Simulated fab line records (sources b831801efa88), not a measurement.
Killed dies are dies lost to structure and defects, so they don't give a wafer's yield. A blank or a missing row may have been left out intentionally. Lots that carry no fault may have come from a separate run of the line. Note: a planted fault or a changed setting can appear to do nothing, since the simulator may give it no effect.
Which tool was responsible? + flow sfq line + Sampling: 14 lots, 42 wafers, 5 of 325 route steps

== WHAT EACH GAUGE READ, for each wafer ==
SFQ_M1_OVL_MEAS_911. Usual: M1_OVL 0 nm, standard deviation 5.8.
| lot  | measured     | on         | M1_OVL (nm) | flag |
|------|--------------|------------|-------------|------|
| L377 | day 17 08:07 | overlay-01 | -4 -13 -3   |      |
| L378 | day 17 21:53 | overlay-02 | -10 -6 -4   |      |
| L379 | day 25 18:30 | overlay-02 | -3 -8 -3    |      |
| L380 | day 25 23:18 | overlay-02 | -2 -1 6     |      |
| L381 | day 26 01:43 | overlay-02 | 6 9 4       |      |
| L382 | day 26 05:19 | overlay-01 | -11 -2 -7   |      |
| L383 | day 26 17:18 | overlay-01 | 0 2 7       |      |
| L384 | day 27 00:30 | overlay-02 | 10 4 6      |      |
| L388 | day 28 19:24 | overlay-02 | -1 -3 -1    |      |
| L390 | day 29 06:25 | overlay-02 | 9 8 2       |      |
| L395 | day 31 13:37 | overlay-01 | 6 -2 4      |      |
| L397 | day 32 06:25 | overlay-02 | 4 12 3      |      |
| L398 | day 32 14:59 | overlay-02 | -6 -3 -10   |      |
| L399 | day 32 19:47 | overlay-02 | -1 1 4      |      |

SFQ_M2_OVL_MEAS_916. Usual: M2_OVL -2 nm, standard deviation 5.6.
| lot  | measured     | on         | M2_OVL (nm) | flag |
|------|--------------|------------|-------------|------|
| L377 | day 24 09:49 | overlay-02 | -4 -6 -3    |      |
| L378 | day 24 19:58 | overlay-01 | -5 0 -4     |      |
| L379 | day 27 08:30 | overlay-02 | -4 0 -1     |      |
| L380 | day 27 09:42 | overlay-02 | 11 5 5      |      |
| L381 | day 27 10:55 | overlay-02 | 0 2 -3      |      |
| L382 | day 27 12:07 | overlay-02 | -1 -6 -7    |      |
| L383 | day 33 05:25 | overlay-01 | 4 0 -5      |      |
| L384 | day 33 08:54 | overlay-02 | -2 -1 -1    |      |
| L388 | day 35 07:59 | overlay-01 | -3 -4 -2    |      |
| L390 | day 35 22:59 | overlay-01 | 9 11 8      |      |
| L395 | day 37 17:37 | overlay-01 | 2 1 -5      |      |
| L397 | day 38 08:37 | overlay-01 | -5 -13 -6   |      |
| L398 | day 38 20:38 | overlay-02 | -9 -5 -11   |      |
| L399 | day 39 10:00 | overlay-02 | 0 -7 -2     |      |

== TOOL THAT RAN EACH LOT (tool first, then ch and the chambers of the sampled wafers, then the start) ==
| lot  | SFQ_TRILAYER_L0_STRIP_STRIP_009   | SFQ_TRILAYER_I1_VIA_LITHO_COAT_054 | SFQ_TRILAYER_I1_VIA_BARC_OPEN_VIA_ETCH_071 |
|------|-----------------------------------|------------------------------------|--------------------------------------------|
| L377 | rie metal-04 ch 0,1, day 4 07:20  | litho track-01 ch 0, day 17 13:40  | rie diel-01 ch 0,1, day 24 06:19           |
| L378 | rie metal-03 ch 0,1, day 4 13:08  | litho track-01 ch 0, day 18 05:02  | rie diel-01 ch 0,1,2, day 24 15:04         |
| L379 | rie metal-03 ch 0,1, day 4 21:32  | litho track-04 ch 0, day 26 13:25  | rie diel-02 ch 0,1,3, day 26 16:13         |
| L380 | rie metal-01 ch 0, day 5 01:14    | litho track-03 ch 0, day 26 16:25  | rie diel-02 ch 0,1,3, day 26 20:02         |
| L381 | rie metal-01 ch 0, day 5 06:26    | litho track-04 ch 0, day 26 19:31  | rie diel-01 ch 0,1,3, day 26 22:21         |
| L382 | rie metal-03 ch 0,1, day 5 14:48  | litho track-03 ch 0, day 26 22:20  | rie diel-01 ch 0,2,3, day 27 01:53         |
| L383 | rie metal-04 ch 0,1, day 5 23:00  | litho track-03 ch 0, day 27 04:25  | rie diel-04 ch 0,3, day 33 01:49           |
| L384 | rie metal-01 ch 0, day 6 02:43    | litho track-04 ch 0, day 27 10:14  | rie diel-02 ch 1,3, day 33 05:25           |
| L388 | rie metal-01 ch 0,1, day 7 03:44  | litho track-03 ch 0, day 29 01:26  | rie diel-04 ch 0,1, day 35 03:09           |
| L390 | rie metal-04 ch 0,1, day 7 13:20  | litho track-03 ch 0, day 29 14:44  | rie diel-01 ch 1,2,3, day 35 12:40         |
| L395 | rie metal-04 ch 0,1, day 8 23:48  | litho track-01 ch 0, day 31 19:01  | rie diel-02 ch 1,3, day 37 13:33           |
| L397 | rie metal-04 ch 0,1, day 9 11:48  | litho track-04 ch 0, day 32 11:49  | rie diel-02 ch 0,1,2, day 38 05:09         |
| L398 | rie metal-04 ch 0,1, day 9 20:12  | litho track-01 ch 0, day 32 21:02  | rie diel-04 ch 0,1, day 38 17:09           |
| L399 | rie metal-04 ch 0,1, day 10 03:55 | litho track-04 ch 0, day 33 01:14  | rie diel-02 ch 0,1,3, day 38 20:45         |
- SFQ_TRILAYER_L0_STRIP_STRIP_009: strips in O2.
- SFQ_TRILAYER_I1_VIA_LITHO_COAT_054: resist thk 62 nm.
- SFQ_TRILAYER_I1_VIA_BARC_OPEN_VIA_ETCH_071: etches BARC in O2, target depth 125 nm, time 41.7 s.

== WHAT THE TOOLS THEMSELVES READ (means of the sampled wafers that have a number; where no wafer has one, the mark that the record gives instead) ==
SFQ_TRILAYER_L0_STRIP_STRIP_009. Usual: drypump motor current A 5.5 A, standard deviation 0.38; oes product au 1.001 a.u., standard deviation 0.0084.
| lot  | tool         | drypump motor current A (A) | oes product au (a.u.) | flag |
|------|--------------|-----------------------------|-----------------------|------|
| L377 | rie metal-04 | 5.6                         | 1.000                 |      |
| L378 | rie metal-03 | 5.2                         | 1.006                 |      |
| L379 | rie metal-03 | 5.2                         | 1.008                 |      |
| L380 | rie metal-01 | 5.2                         | 1.003                 |      |
| L381 | rie metal-01 | 5.2                         | 1.003                 |      |
| L382 | rie metal-03 | 5.7                         | 1.016                 |      |
| L383 | rie metal-04 | 5.6                         | 0.996                 |      |
| L384 | rie metal-01 | 5.2                         | 0.994                 |      |
| L388 | rie metal-01 | 5.7                         | 1.001                 |      |
| L390 | rie metal-04 | 5.6                         | 0.996                 |      |
| L395 | rie metal-04 | 5.6                         | 1.006                 |      |
| L397 | rie metal-04 | 5.7                         | 0.998                 |      |
| L398 | rie metal-04 | 5.6                         | 0.998                 |      |
| L399 | rie metal-04 | 5.6                         | 0.993                 |      |

SFQ_TRILAYER_I1_VIA_BARC_OPEN_VIA_ETCH_071. Usual: drypump motor current A 5.5 A, standard deviation 0.49; oes product au 0.684 a.u., standard deviation 0.0046.
| lot  | tool        | drypump motor current A (A) | oes product au (a.u.) | flag |
|------|-------------|-----------------------------|-----------------------|------|
| L377 | rie diel-01 | 5.3                         | 0.686                 |      |
| L378 | rie diel-01 | 5.4                         | 0.686                 |      |
| L379 | rie diel-02 | 5.5                         | 0.683                 |      |
| L380 | rie diel-02 | 5.5                         | 0.680                 |      |
| L381 | rie diel-01 | 5.5                         | 0.685                 |      |
| L382 | rie diel-01 | 5.8                         | 0.687                 |      |
| L383 | rie diel-04 | 5.7                         | 0.682                 |      |
| L384 | rie diel-02 | 5.4                         | 0.686                 |      |
| L388 | rie diel-04 | 5.0                         | 0.686                 |      |
| L390 | rie diel-01 | 5.7                         | 0.693                 |      |
| L395 | rie diel-02 | 5.4                         | 0.685                 |      |
| L397 | rie diel-02 | 5.7                         | 0.681                 |      |
| L398 | rie diel-04 | 5.0                         | 0.685                 |      |
| L399 | rie diel-02 | 5.5                         | 0.686                 |      |

== THE ANSWER, worked out from the rows above alone ==
Rule: a lot is off if the mean of its wafers that have a number lies more than 3 standard deviations from the usual mean. A lot without any number at a reading at which 4 lots or more have one is off too. Any other lot the step has rows for is counted as sound. The gauges are gone through in route order, then the tools' own readings, and for those a lot's mean is taken as printed above. The first step at which some lot is off is used, and at that step the reading that is off furthest; a lot without a number counts as furthest.
None of the lots is off at any reading shown; this tells nothing.

== WHAT THE SIMULATOR HAD PUT IN ==
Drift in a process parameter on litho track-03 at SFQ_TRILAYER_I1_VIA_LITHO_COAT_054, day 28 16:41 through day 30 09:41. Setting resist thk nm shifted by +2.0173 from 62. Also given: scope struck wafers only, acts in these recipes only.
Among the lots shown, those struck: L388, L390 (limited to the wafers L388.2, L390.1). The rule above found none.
